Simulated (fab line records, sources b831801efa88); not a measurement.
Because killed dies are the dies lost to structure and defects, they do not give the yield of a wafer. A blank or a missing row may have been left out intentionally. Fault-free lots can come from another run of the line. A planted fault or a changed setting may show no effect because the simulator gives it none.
Chamber matching | flow gf180mcu | GF_PASSIVATION_ETCH_11 on rieDiel-01 has 4 sister chambers
The step etches the open film in CF4/O2, stops on TiN, target depth 2040 nm, time 453.3 s. 4 wafers are shown with their chamber, then 9 later ones without.

EACH WAFER AND ITS CHAMBER
wafer  | chamber | drypumpMotorCurrentA (A)
L080.2 | 3       | 5.0
L085.1 | 0       | 5.8
L085.3 | 2       | 5.4
L085.4 | 1       | 4.6

WAFERS MISSING THEIR CHAMBER
wafer  | drypumpMotorCurrentA (A)
L088.2 | 5.9
L088.4 | 5.0
L088.5 | 5.3
L089.1 | 5.3
L089.5 | 5.0
L089.6 | 5.9
L097.1 | 5.9
L097.3 | 5.4
L097.4 | 5.4

WHICH CHAMBER EACH WENT THROUGH
wafer  | from the rows above | in truth
L088.2 | 0                   | 0
L088.4 | 3                   | 3
L088.5 | 2                   | 2
L089.1 | 2                   | 2
L089.5 | 3                   | 3
L089.6 | 0                   | 0
L097.1 | 0                   | 0
L097.3 | 2                   | 2
L097.4 | 2                   | 2
Correctly placed: 9 of 9. Not placeable from these rows: 0. Placed wrongly: 0.
How it was worked out, from the rows above alone: a wafer's distance from a chamber is the root of the sum, over the readings, of the square of ((its reading less the chamber's mean) divided by the reading's scatter). The wafer belongs to the nearest chamber; if the next one is less than 2 further off, it can't be placed. A chamber's mean is the mean of its shown wafers. The scatter: root of mean squared gap, hidden wafer to nearest shown wafer, with one shown wafer a chamber.
